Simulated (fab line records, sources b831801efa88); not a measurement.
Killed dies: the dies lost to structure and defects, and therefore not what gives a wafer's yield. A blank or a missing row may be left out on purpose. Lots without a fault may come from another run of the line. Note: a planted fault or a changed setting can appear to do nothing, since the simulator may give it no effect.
fab line records    flow sky130
record: lots: 13  wafers: 39  last_day: 50
route steps=708 shown LI_CONTACT@376 METAL4@630 VIA4@642 METAL5@662 PAD_OPEN@708
lots untouched by any fault: they come from a run of this same line in which no faults occurred
start_h: start of the lot's first displayed wafer, in hours after the record's first day    wait_h: hours from the lot's prior step to this one    " unchanged from the row above    L1.1+2: several wafers, shown together as one row    - no value, or no start was given    * or withheld: withheld    < > ~ a bound
route shown NAME@n: a module of which the file shows steps, and the number in the route of the first    usual: the fault-free wafers' mean and standard deviation    same: alike in all rows    chamber/n: place in a boat    sites: readings site by site    _std_site: how widely they spread, as a standard deviation    _edge_site: inner sites' mean taken away from outer sites' mean    radius_mm: for every site, how far away it sits from the centre of the wafer    mask NAME#n: copy n    behind: the tool/chamber that last shaped the wafer    hold: the reason the lot was held/the length of the hold in hours/how it ended    device: transistor that didn't switch, given as n, p or np    end of line: tests run on the same wafers once the route is complete    a step given without rows: its recipe and nothing more    killed: at the first sort, the dies lost to defects and structure; wafer yield is something else    map: shows each die of a wafer: x if killed, . if not, _ if none is there
set.NAME: the setting as run; set.NAME@STEP: as run at that earlier step    model.NAME: the simulator's own value behind a step, which no gauge read
route steps across a sampled set of lots; one table per step, one row per wafer
services: the hour from which a tool's chamber was out of use, counted from the record's first day as start_h (under 0 if before that day), plus the number of hours and why
== steps ==
step: SKY_LI_CONTACT_ETCH_14
recipe: chemistry: N2/H2  target: BARC  ion_energy_ev: 200  source_w: 500  bias_w: 100  pressure_mtorr: 30  n2_flow_sccm: 100  h2_flow_sccm: 200  stop_on: SiO2  time_s: 45.9  target_depth_a: 600
usual: drypump_motor_current_A: 5.8/0.48  oes_product_au: 0.855/0.0049  throttle_valve_pct: 13.224/0.01
same: time_s: 45.9
lot.wafer  tool         chamber  start_h  wait_h  drypump_motor_current_A  oes_product_au  rf_hours_counter_h  throttle_valve_pct
L700.2     rie_diel-01  3        680.91   0.0     6.3                      0.858           4                   13.242
L700.4     "            1        "        "       5.7                      0.852           9                   13.206
L700.5     "            2        "        "       6.3                      0.860           -                   13.224
L701.1     rie_diel-04  0        683.76   0.0     6.2                      0.854           4                   13.229
L701.3     "            2        "        "       5.5                      0.855           13                  13.226
L701.5     "            0        "        "       6.2                      0.843           -                   13.219
L702.2     rie_diel-01  1        694.26   0.0     5.7                      0.856           9                   13.224
L702.4     "            2        "        "       6.3                      0.858           10                  13.223
L702.5     "            2        "        "       6.3                      0.862           -                   13.220
L704.1     rie_diel-03  3        725.36   0.0     6.4                      0.856           48                  13.218
L704.5     "            1        "        "       5.4                      0.862           -                   13.235
L704.6     "            2        "        "       5.1                      0.854           -                   13.214
L705.2     rie_diel-01  3        727.21   0.0     6.4                      0.853           6                   13.232
L705.4     "            0        "        "       5.5                      0.853           9                   13.246
L705.6     "            0        "        "       5.5                      0.853           -                   13.203
L706.2     rie_diel-03  0        737.06   0.0     5.8                      0.855           5                   13.215
L706.4     "            2        "        "       5.1                      0.856           11                  13.217
L706.5     "            0        "        "       5.8                      0.851           -                   13.233
L710.1     rie_diel-03  0        766.31   0.0     5.8                      0.850           7                   13.219
L710.3     "            1        "        "       5.4                      0.867           3                   13.230
L710.4     "            3        "        "       6.4                      0.838           0                   13.234
L709.3     rie_diel-03  1        769.21   0.0     5.4                      0.851           3                   13.226
L709.5     "            1        "        "       5.4                      0.855           -                   13.217
L709.6     "            0        "        "       5.8                      0.861           -                   13.218
L708.1     rie_diel-04  0        769.56   0.0     6.2                      0.854           5                   13.236
L708.5     "            0        "        "       6.2                      0.858           -                   13.221
L708.6     "            1        "        "       6.3                      0.846           -                   13.245
L716.2     rie_diel-04  0        813.86   0.0     6.2                      0.851           6                   13.222
L716.3     "            1        "        "       6.3                      0.857           6                   13.216
L716.5     "            3        "        "       4.9                      0.859           -                   13.235
L718.1     rie_diel-04  0        822.01   0.0     6.2                      0.859           6                   13.206
L718.5     "            3        "        "       4.9                      0.857           -                   13.226
L718.6     "            2        "        "       5.5                      0.852           -                   13.213
L721.1     rie_diel-01  3        846.59   0.0     6.3                      0.857           10                  13.224
L721.2     "            2        "        "       6.3                      0.858           15                  13.227
L721.6     "            0        "        "       5.5                      0.852           -                   13.216
L722.3     rie_diel-01  0        853.46   0.0     5.4                      0.852           13                  13.218
L722.5     "            1        "        "       5.7                      0.859           -                   13.203
L722.6     "            2        "        "       6.3                      0.856           -                   13.240
step: SKY_METAL4_OVL_MEAS_14
usual: METAL4_OVL: 2/5.7
lot.wafer  tool        chamber  start_h  wait_h  METAL4_OVL[nm]
L700.2     overlay-01  -        980.93   0.1     -4
L700.4     "           -        "        "       -3
L700.5     "           -        "        "       -4
L701.1     overlay-01  -        983.18   0.1     -2
L701.3     "           -        "        "       3
L701.5     "           -        "        "       5
L702.2     overlay-02  -        992.13   0.1     4
L702.4     "           -        "        "       8
L702.5     "           -        "        "       -5
L704.1     overlay-01  -        1017.56  0.1     2
L704.5     "           -        "        "       -2
L704.6     "           -        "        "       3
L705.2     overlay-01  -        1020.13  0.1     6
L705.4     "           -        "        "       4
L705.6     "           -        "        "       4
L706.2     overlay-02  -        1027.96  0.1     6
L706.4     "           -        "        "       2
L706.5     "           -        "        "       -4
L710.1     overlay-02  -        1051.90  0.1     -2
L710.3     "           -        "        "       3
L710.4     "           -        "        "       -4
L709.3     overlay-02  -        1054.71  0.1     3
L709.5     "           -        "        "       0
L709.6     "           -        "        "       3
L708.1     overlay-01  -        1057.18  0.1     -8
L708.5     "           -        "        "       -12
L708.6     "           -        "        "       -4
L716.2     overlay-02  -        1094.46  0.1     -1
L716.3     "           -        "        "       10
L716.5     "           -        "        "       8
L718.1     overlay-02  -        1096.06  0.1     -9
L718.5     "           -        "        "       -12
L718.6     "           -        "        "       -7
L721.1     overlay-02  -        1116.95  0.1     2
L721.2     "           -        "        "       6
L721.6     "           -        "        "       9
L722.3     overlay-01  -        1123.61  0.1     3
L722.5     "           -        "        "       6
L722.6     "           -        "        "       11
step: SKY_VIA4_BOW_MEAS_03
recipe: mode: bow
usual: VIA4_BOW: 81/7.8
lot.wafer  tool           chamber  start_h  wait_h  VIA4_BOW[um]
L700.2     film_metro-03  -        982.52   0.1     74
L700.4     "              -        "        "       80
L700.5     "              -        "        "       86
L701.1     film_metro-02  -        984.96   0.2     90
L701.3     "              -        "        "       80
L701.5     "              -        "        "       92
L702.2     film_metro-02  -        993.64   0.1     77
L702.4     "              -        "        "       89
L702.5     "              -        "        "       84
L704.1     film_metro-02  -        1019.05  0.1     80
L704.5     "              -        "        "       79
L704.6     "              -        "        "       81
L705.2     film_metro-02  -        1021.64  0.2     90
L705.4     "              -        "        "       82
L705.6     "              -        "        "       83
L706.2     film_metro-02  -        1029.46  0.1     75
L706.4     "              -        "        "       93
L706.5     "              -        "        "       90
L710.1     film_metro-02  -        1053.78  0.1     83
L710.3     "              -        "        "       83
L710.4     "              -        "        "       85
L709.3     film_metro-02  -        1056.23  0.2     84
L709.5     "              -        "        "       70
L709.6     "              -        "        "       89
L708.1     film_metro-03  -        1058.72  0.2     86
L708.5     "              -        "        "       76
L708.6     "              -        "        "       69
L716.2     film_metro-02  -        1096.02  0.2     90
L716.3     "              -        "        "       80
L716.5     "              -        "        "       87
L718.1     film_metro-03  -        1097.55  0.1     70
L718.5     "              -        "        "       73
L718.6     "              -        "        "       71
L721.1     film_metro-03  -        1118.45  0.2     74
L721.2     "              -        "        "       80
L721.6     "              -        "        "       81
L722.3     film_metro-02  -        1125.31  0.3     98
L722.5     "              -        "        "       87
L722.6     "              -        "        "       87
step: SKY_METAL5_SPUTTER_01
recipe: material: TiN  target_thk_nm: 20  power_w: 6500  time_s: 16.7  chamber_pressure_pa: 0.4
usual: throttle_valve_pct: 30.2/0.87
same: time_s: 16.7
lot.wafer  tool            chamber  start_h  wait_h  throttle_valve_pct
L700.2     pvd_sputter-03  -        1006.89  0.0     29.4
L700.4     "               -        "        "       30.0
L700.5     "               -        "        "       29.6
L701.1     pvd_sputter-03  -        1009.68  0.0     30.1
L701.3     "               -        "        "       32.3
L701.5     "               -        "        "       29.5
L702.2     pvd_sputter-02  -        1017.35  0.0     30.3
L702.4     "               -        "        "       30.1
L702.5     "               -        "        "       30.3
L704.1     pvd_sputter-02  -        1043.52  0.0     30.1
L704.5     "               -        "        "       30.4
L704.6     "               -        "        "       30.2
L705.2     pvd_sputter-02  -        1045.39  0.0     30.2
L705.4     "               -        "        "       29.6
L705.6     "               -        "        "       30.4
L706.2     pvd_sputter-03  -        1053.20  0.0     32.1
L706.4     "               -        "        "       29.2
L706.5     "               -        "        "       32.1
L710.1     pvd_sputter-01  -        1076.07  0.0     31.5
L710.3     "               -        "        "       29.5
L710.4     "               -        "        "       29.7
L709.3     pvd_sputter-01  -        1078.14  0.0     31.7
L709.5     "               -        "        "       29.8
L709.6     "               -        "        "       29.5
L708.1     pvd_sputter-03  -        1080.53  0.0     30.5
L708.5     "               -        "        "       29.3
L708.6     "               -        "        "       30.5
L716.2     pvd_sputter-03  -        1117.34  0.0     30.7
L716.3     "               -        "        "       29.8
L716.5     "               -        "        "       29.8
L718.1     pvd_sputter-02  -        1118.18  0.0     29.6
L718.5     "               -        "        "       30.3
L718.6     "               -        "        "       30.5
L721.1     pvd_sputter-03  -        1139.31  0.0     29.6
L721.2     "               -        "        "       31.8
L721.6     "               -        "        "       32.2
L722.3     pvd_sputter-01  -        1145.74  0.0     29.7
L722.5     "               -        "        "       31.5
L722.6     "               -        "        "       29.8
step: SKY_PAD_OPEN_PROBE_99
usual: killed_at_M0_to_M3: 43/6.5  killed_at_M4_up: 3.1/1.8  killed_at_contacts: 24/4.8  killed_at_front_end: 15/4.7  killed_at_other: 0.3/0.58  killed_dies: 86/8.6  killed_open: 47/6.7  killed_short: 39/6.1
same: gross_dies: 492  killed_at_back_side: 0
lot.wafer  tool       chamber  start_h  wait_h  hold                      killed_at_M0_to_M3  killed_at_M4_up  killed_at_contacts  killed_at_front_end  killed_at_other  killed_dies  killed_open  killed_short
L700.2     prober-01  -        1075.75  0.1     -                         41                  4                26                  15                   1                87           49           38
L700.4     prober-01  -        1075.85  0.2     -                         31                  4                23                  14                   0                72           34           38
L700.5     prober-01  -        1075.90  0.2     -                         48                  2                34                  17                   2                103          58           45
L701.1     prober-01  -        1078.40  0.1     -                         40                  3                24                  15                   0                82           56           26
L701.3     prober-01  -        1078.50  0.2     -                         47                  4                18                  24                   0                93           59           34
L701.5     prober-01  -        1078.60  0.2     -                         38                  2                20                  9                    1                70           36           34
L702.2     prober-02  -        1085.94  0.1     -                         48                  4                27                  21                   0                100          62           38
L702.4     prober-02  -        1086.04  0.2     -                         46                  5                31                  16                   0                98           55           43
L702.5     prober-02  -        1086.09  0.2     -                         46                  1                29                  24                   0                100          59           41
L704.1     prober-02  -        1107.06  0.1     -                         44                  2                30                  14                   1                91           47           44
L704.5     prober-02  -        1107.26  0.2     -                         48                  6                33                  12                   0                99           54           45
L704.6     prober-02  -        1107.31  0.2     -                         40                  2                25                  13                   0                80           50           30
L705.2     prober-01  -        1110.33  0.1     -                         47                  1                23                  16                   0                87           47           40
L705.4     prober-01  -        1110.43  0.2     -                         40                  2                15                  17                   0                74           44           30
L705.6     prober-01  -        1110.53  0.2     -                         35                  6                23                  15                   0                79           35           44
L706.2     prober-02  -        1117.09  0.1     -                         41                  3                23                  16                   0                83           48           35
L706.4     prober-02  -        1117.19  0.2     -                         47                  5                23                  24                   0                99           55           44
L706.5     prober-02  -        1117.24  0.2     -                         42                  4                15                  12                   0                73           37           36
L710.1     prober-01  -        1137.43  0.1     -                         50                  1                23                  13                   0                87           35           52
L710.3     prober-01  -        1137.53  0.2     -                         52                  4                26                  16                   0                98           50           48
L710.4     prober-01  -        1137.58  0.2     -                         36                  4                17                  19                   1                77           46           31
L709.3     prober-01  -        1141.13  0.2     -                         38                  4                28                  20                   0                90           49           41
L709.5     prober-01  -        1141.23  0.2     -                         47                  4                18                  16                   0                85           43           42
L709.6     prober-01  -        1141.28  0.2     -                         43                  2                28                  13                   0                86           45           41
L708.1     prober-01  -        1143.43  0.1     -                         39                  2                30                  15                   1                87           45           42
L708.5     prober-01  -        1143.63  0.2     -                         44                  8                16                  11                   1                80           50           30
L708.6     prober-01  -        1143.68  0.2     -                         50                  4                25                  16                   1                96           50           46
L716.2     prober-01  -        1176.09  0.1     await_dispo/5.2h/release  50                  0                73                  17                   0                140          49           40
L716.3     prober-01  -        1176.14  0.2     await_dispo/5.2h/release  49                  2                13                  11                   2                77           44           33
L716.5     prober-01  -        1176.24  0.2     await_dispo/5.2h/release  36                  5                21                  12                   1                75           37           38
L718.1     prober-01  -        1177.89  0.1     await_dispo/4.5h/release  37                  1                75                  14                   0                127          37           40
L718.5     prober-01  -        1178.09  0.2     await_dispo/4.5h/release  35                  3                28                  18                   0                84           48           36
L718.6     prober-01  -        1178.14  0.2     await_dispo/4.5h/release  34                  3                25                  16                   0                78           47           31
L721.1     prober-02  -        1193.96  0.1     -                         49                  3                25                  15                   1                93           49           44
L721.2     prober-02  -        1194.01  0.1     -                         30                  1                28                  21                   1                81           53           28
L721.6     prober-02  -        1194.21  0.2     -                         35                  6                31                  13                   0                85           55           30
L722.3     prober-01  -        1200.29  0.2     -                         38                  4                19                  13                   0                74           45           29
L722.5     prober-01  -        1200.39  0.2     -                         39                  4                23                  12                   0                78           49           29
L722.6     prober-01  -        1200.44  0.2     -                         46                  3                19                  13                   0                81           41           40
killed by level:class
L700.2 CONTACT:geometric_particle:open=8 VIA1:geometric_particle:open=8 LI_CONTACT:geometric_particle:open=7 POLY_GATE:geometric_particle:open=5 LOCAL_INTERCONNECT:geometric_particle:short=5 VIA2:geometric_particle:open=4 POLY_GATE:geometric_particle:short=4 METAL2:geometric_particle:short=4
L700.4 VIA1:geometric_particle:open=10 METAL2:geometric_particle:short=7 LI_CONTACT:geometric_particle:open=7 LOCAL_INTERCONNECT:geometric_particle:short=5 CONTACT:geometric_particle:open=5 POLY_GATE:geometric_particle:short=4 CONTACT:geometric_particle:short=4 FIELD_ISO:geometric_particle:open=3
L700.5 VIA3:geometric_particle:open=15 VIA1:geometric_particle:open=11 LOCAL_INTERCONNECT:geometric_particle:short=9 LI_CONTACT:geometric_particle:open=8 CONTACT:geometric_particle:open=7 FIELD_ISO:geometric_particle:short=6 LI_CONTACT:geometric_particle:short=6 FIELD_ISO:geometric_particle:open=5
L701.1 VIA1:geometric_particle:open=10 LI_CONTACT:geometric_particle:open=9 VIA2:geometric_particle:open=9 CONTACT:geometric_particle:open=7 POLY_GATE:geometric_particle:open=6 VIA3:geometric_particle:open=6 FIELD_ISO:geometric_particle:open=3 METAL1:geometric_particle:short=3
L701.3 VIA1:geometric_particle:open=13 VIA3:geometric_particle:open=12 POLY_GATE:geometric_particle:open=8 FIELD_ISO:geometric_particle:open=7 LI_CONTACT:geometric_particle:open=7 METAL1:geometric_particle:short=6 POLY_GATE:geometric_particle:short=5 CONTACT:geometric_particle:open=5
L701.5 VIA1:geometric_particle:open=8 VIA1:geometric_particle:short=7 CONTACT:geometric_particle:open=6 METAL2:geometric_particle:short=5 VIA3:geometric_particle:open=5 POLY_GATE:geometric_particle:short=4 LI_CONTACT:geometric_particle:open=4 CONTACT:geometric_particle:short=4
L702.2 VIA1:geometric_particle:open=15 LI_CONTACT:geometric_particle:open=10 POLY_GATE:geometric_particle:open=8 VIA3:geometric_particle:open=7 CONTACT:geometric_particle:open=6 VIA2:geometric_particle:open=6 FIELD_ISO:geometric_particle:short=5 LOCAL_INTERCONNECT:geometric_particle:short=5
L702.4 CONTACT:geometric_particle:open=13 VIA3:geometric_particle:open=10 LI_CONTACT:geometric_particle:open=9 CONTACT:geometric_particle:short=7 POLY_GATE:geometric_particle:open=6 VIA1:geometric_particle:open=6 VIA2:geometric_particle:short=6 VIA1:geometric_particle:short=5
L702.5 CONTACT:geometric_particle:open=15 VIA1:geometric_particle:open=11 LI_CONTACT:geometric_particle:open=9 VIA1:geometric_particle:short=9 VIA3:geometric_particle:open=8 FIELD_ISO:geometric_particle:short=7 FIELD_ISO:geometric_particle:open=7 METAL2:geometric_particle:short=5
L704.1 CONTACT:geometric_particle:open=10 VIA2:geometric_particle:open=9 LI_CONTACT:geometric_particle:open=8 CONTACT:geometric_particle:short=7 METAL2:geometric_particle:short=7 FIELD_ISO:geometric_particle:short=5 METAL1:geometric_particle:short=5 VIA1:geometric_particle:open=5
L704.5 LI_CONTACT:geometric_particle:open=14 CONTACT:geometric_particle:open=9 VIA3:geometric_particle:open=8 VIA1:geometric_particle:open=7 VIA2:geometric_particle:open=7 METAL1:geometric_particle:short=5 LOCAL_INTERCONNECT:geometric_particle:short=4 CONTACT:geometric_particle:short=4
L704.6 CONTACT:geometric_particle:open=10 VIA1:geometric_particle:open=10 LI_CONTACT:geometric_particle:open=8 VIA2:geometric_particle:open=8 METAL1:geometric_particle:short=7 FIELD_ISO:geometric_particle:open=6 METAL2:geometric_particle:short=5 POLY_GATE:geometric_particle:short=3
L705.2 CONTACT:geometric_particle:open=11 VIA1:geometric_particle:open=10 VIA2:geometric_particle:open=10 METAL1:geometric_particle:short=5 VIA3:geometric_particle:open=5 POLY_GATE:geometric_particle:short=4 LI_CONTACT:geometric_particle:short=4 LOCAL_INTERCONNECT:geometric_particle:short=4
L705.4 VIA1:geometric_particle:open=8 VIA2:geometric_particle:open=7 FIELD_ISO:geometric_particle:short=5 FIELD_ISO:geometric_particle:open=4 POLY_GATE:geometric_particle:open=4 LI_CONTACT:geometric_particle:open=4 CONTACT:geometric_particle:open=4 METAL1:geometric_particle:short=4
L705.6 VIA3:geometric_particle:open=8 LOCAL_INTERCONNECT:geometric_particle:short=8 VIA1:geometric_particle:short=8 LI_CONTACT:geometric_particle:short=7 FIELD_ISO:geometric_particle:open=5 VIA2:geometric_particle:open=5 FIELD_ISO:geometric_particle:short=4 METAL4:geometric_particle:short=4
L706.2 LI_CONTACT:geometric_particle:open=11 VIA1:geometric_particle:open=8 VIA1:geometric_particle:short=6 VIA2:geometric_particle:short=5 CONTACT:geometric_particle:open=5 VIA2:geometric_particle:open=5 FIELD_ISO:geometric_particle:open=4 POLY_GATE:geometric_particle:open=3
L706.4 VIA1:geometric_particle:open=11 VIA3:geometric_particle:open=9 VIA2:geometric_particle:open=8 FIELD_ISO:geometric_particle:open=6 POLY_GATE:geometric_particle:short=6 LI_CONTACT:geometric_particle:open=6 LOCAL_INTERCONNECT:geometric_particle:short=6 FIELD_ISO:geometric_particle:short=5
L706.5 VIA1:geometric_particle:open=11 VIA2:geometric_particle:open=7 METAL1:geometric_particle:short=6 CONTACT:geometric_particle:open=6 POLY_GATE:geometric_particle:short=4 LI_CONTACT:geometric_particle:open=4 METAL2:geometric_particle:short=4 VIA3:geometric_particle:open=4
L710.1 VIA1:geometric_particle:open=11 CONTACT:geometric_particle:open=9 METAL2:geometric_particle:short=8 VIA1:geometric_particle:short=8 METAL3:geometric_particle:short=7 VIA3:geometric_particle:open=5 POLY_GATE:geometric_particle:short=4 SPACER:geometric_particle:short=4
L710.3 VIA1:geometric_particle:open=16 METAL2:geometric_particle:short=10 CONTACT:geometric_particle:open=9 LOCAL_INTERCONNECT:geometric_particle:short=7 FIELD_ISO:geometric_particle:short=4 LI_CONTACT:geometric_particle:open=4 METAL1:geometric_particle:short=4 VIA3:geometric_particle:open=4
L710.4 VIA1:geometric_particle:open=11 CONTACT:geometric_particle:open=10 POLY_GATE:geometric_particle:short=7 METAL2:geometric_particle:short=5 FIELD_ISO:geometric_particle:open=4 POLY_GATE:geometric_particle:open=4 METAL1:geometric_particle:short=4 VIA2:geometric_particle:open=4
L709.3 VIA1:geometric_particle:open=13 CONTACT:geometric_particle:open=7 LI_CONTACT:geometric_particle:open=7 CONTACT:geometric_particle:short=7 VIA2:geometric_particle:open=7 FIELD_ISO:geometric_particle:short=6 POLY_GATE:geometric_particle:short=6 VIA3:geometric_particle:open=5
L709.5 VIA3:geometric_particle:open=9 METAL1:geometric_particle:short=8 VIA1:geometric_particle:open=7 LI_CONTACT:geometric_particle:open=7 CONTACT:geometric_particle:open=7 VIA1:geometric_particle:short=6 METAL3:geometric_particle:short=5 POLY_GATE:geometric_particle:open=4
L709.6 LI_CONTACT:geometric_particle:open=9 CONTACT:geometric_particle:open=9 VIA1:geometric_particle:open=9 METAL1:geometric_particle:short=8 METAL2:geometric_particle:short=6 VIA2:geometric_particle:open=6 VIA3:geometric_particle:short=6 POLY_GATE:geometric_particle:open=5
L708.1 CONTACT:geometric_particle:open=14 VIA1:geometric_particle:open=9 LOCAL_INTERCONNECT:geometric_particle:short=8 METAL2:geometric_particle:short=7 METAL1:geometric_particle:short=5 POLY_GATE:geometric_particle:open=5 VIA2:geometric_particle:open=5 POLY_GATE:geometric_particle:short=4
L708.5 VIA1:geometric_particle:open=13 VIA3:geometric_particle:open=10 LI_CONTACT:geometric_particle:open=5 CONTACT:geometric_particle:open=5 METAL1:geometric_particle:short=4 VIA1:geometric_particle:short=4 VIA2:geometric_particle:open=4 METAL4:geometric_particle:open=4
L708.6 VIA1:geometric_particle:open=12 METAL2:geometric_particle:short=11 CONTACT:geometric_particle:open=10 FIELD_ISO:geometric_particle:short=5 LI_CONTACT:geometric_particle:open=5 CONTACT:geometric_particle:short=5 METAL1:geometric_particle:short=5 METAL2:geometric_particle:open=5
L716.2 LI_CONTACT:unspecified=51 VIA1:geometric_particle:open=12 LI_CONTACT:geometric_particle:open=8 VIA1:geometric_particle:short=6 METAL1:geometric_particle:open=5 METAL1:geometric_particle:short=5 METAL2:geometric_particle:short=5 VIA3:geometric_particle:open=5
L716.3 VIA1:geometric_particle:open=10 METAL1:geometric_particle:short=9 VIA2:geometric_particle:open=9 CONTACT:geometric_particle:open=8 POLY_GATE:geometric_particle:open=5 VIA2:geometric_particle:short=5 VIA3:geometric_particle:open=5 POLY_GATE:geometric_particle:short=4
L716.5 VIA1:geometric_particle:open=7 CONTACT:geometric_particle:open=6 VIA3:geometric_particle:open=6 VIA1:geometric_particle:short=5 POLY_GATE:geometric_particle:short=4 METAL4:geometric_particle:short=4 LI_CONTACT:geometric_particle:open=4 CONTACT:geometric_particle:short=4
L718.1 LI_CONTACT:unspecified=50 CONTACT:geometric_particle:open=8 CONTACT:geometric_particle:short=8 METAL2:geometric_particle:short=8 METAL1:geometric_particle:short=7 VIA2:geometric_particle:open=7 LI_CONTACT:geometric_particle:open=5 VIA3:geometric_particle:open=5
L718.5 VIA1:geometric_particle:open=11 CONTACT:geometric_particle:open=9 LI_CONTACT:geometric_particle:open=7 CONTACT:geometric_particle:short=7 VIA3:geometric_particle:open=6 POLY_GATE:geometric_particle:short=6 METAL1:geometric_particle:short=5 VIA3:geometric_particle:short=4
L718.6 CONTACT:geometric_particle:open=10 VIA1:geometric_particle:open=10 CONTACT:geometric_particle:short=7 POLY_GATE:geometric_particle:short=6 VIA3:geometric_particle:open=5 FIELD_ISO:geometric_particle:open=4 LI_CONTACT:geometric_particle:open=4 VIA1:geometric_particle:short=4
L721.1 METAL1:geometric_particle:short=10 VIA1:geometric_particle:open=9 CONTACT:geometric_particle:open=8 POLY_GATE:geometric_particle:open=7 VIA3:geometric_particle:open=7 LOCAL_INTERCONNECT:geometric_particle:short=6 VIA2:geometric_particle:open=6 CONTACT:geometric_particle:short=5
L721.2 CONTACT:geometric_particle:open=13 FIELD_ISO:geometric_particle:open=8 VIA1:geometric_particle:open=7 POLY_GATE:geometric_particle:short=6 LI_CONTACT:geometric_particle:open=6 VIA3:geometric_particle:open=5 LOCAL_INTERCONNECT:geometric_particle:short=4 CONTACT:geometric_particle:short=4
L721.6 CONTACT:geometric_particle:open=15 VIA3:geometric_particle:open=9 VIA2:geometric_particle:open=8 LI_CONTACT:geometric_particle:open=6 METAL1:geometric_particle:short=6 CONTACT:geometric_particle:short=5 VIA1:geometric_particle:open=5 FIELD_ISO:geometric_particle:open=4
L722.3 VIA1:geometric_particle:open=9 CONTACT:geometric_particle:short=6 CONTACT:geometric_particle:open=5 VIA2:geometric_particle:open=5 POLY_GATE:geometric_particle:open=4 METAL1:geometric_particle:short=4 VIA3:geometric_particle:open=4 VIA2:geometric_particle:short=3
L722.5 VIA1:geometric_particle:open=12 CONTACT:geometric_particle:open=10 METAL2:geometric_particle:short=8 FIELD_ISO:geometric_particle:open=5 LI_CONTACT:geometric_particle:open=5 VIA1:geometric_particle:short=5 VIA3:geometric_particle:open=5 VIA2:geometric_particle:short=4
L722.6 VIA1:geometric_particle:open=12 VIA2:geometric_particle:short=6 VIA1:geometric_particle:short=6 LI_CONTACT:geometric_particle:open=6 LOCAL_INTERCONNECT:geometric_particle:short=5 METAL2:geometric_particle:short=5 VIA3:geometric_particle:open=5 POLY_GATE:geometric_particle:short=4
== services ==
tool            chamber  start_h  hours  kind
rie_diel-04     -        657.88   2.8    pm
rie_diel-01     -        676.61   2.8    pm
rie_diel-01     1        681.05   3.9    repair
rie_diel-03     -        691.06   0.8    repair
pvd_sputter-02  -        694.02   51.5   repair
pvd_sputter-02  -        709.26   0.6    repair
pvd_sputter-02  -        715.32   1.6    repair
rie_diel-03     3        726.01   6.9    repair
pvd_sputter-02  -        730.78   1.4    repair
rie_diel-04     -        732.00   28.1   pm
rie_diel-01     -        741.73   0.2    repair
rie_diel-03     -        768.83   0.3    repair
rie_diel-03     1        773.13   4.5    repair
rie_diel-03     0        789.49   15.7   repair
pvd_sputter-03  -        830.50   0.8    repair
rie_diel-03     2        844.41   4.7    repair
pvd_sputter-02  -        844.61   2.9    repair
rie_diel-03     3        853.12   3.4    repair
rie_diel-01     2        854.35   3.8    repair
pvd_sputter-03  -        855.03   1.9    repair
rie_diel-04     3        866.94   5.2    repair
rie_diel-01     0        889.51   15.0   repair
pvd_sputter-03  -        975.62   0.7    repair
rie_diel-01     2        1024.00  14.9   repair
== key ==
first_sign: step: SKY_PAD_OPEN_PROBE_99  reading: killed_at_contacts  direction: up  sigmas: 10  usual: 24  struck: 74
effect: step: SKY_PAD_OPEN_PROBE_99  reading: killed_dies  direction: up  sigmas: 5.5  usual: 86  struck: 134
met_at SKY_LI_CONTACT_ETCH_14
struck_lots L716,L718
struck_wafers L716.2,L718.1
tester_left_out L716,L718
not_acting_at SKY_METAL4_OVL_MEAS_14,SKY_VIA4_BOW_MEAS_03,SKY_METAL5_SPUTTER_01
onset_between 769.56 813.86
fault: kind: chamber_particle_source  tool: rie_diel-04  chamber: 0  onset_h: 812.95  steps: SKY_LI_CONTACT_ETCH_14  rate_per_visit_cm2: 0.58616  end_h: 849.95
tester_left_out: of these lots the tester's yield and bins aren't shown, on N5 and GAA mostly nor the transistor test; their killed dies are dies lost to structure and defects alone, not to doping, threshold or leakage, so they don't give the yield
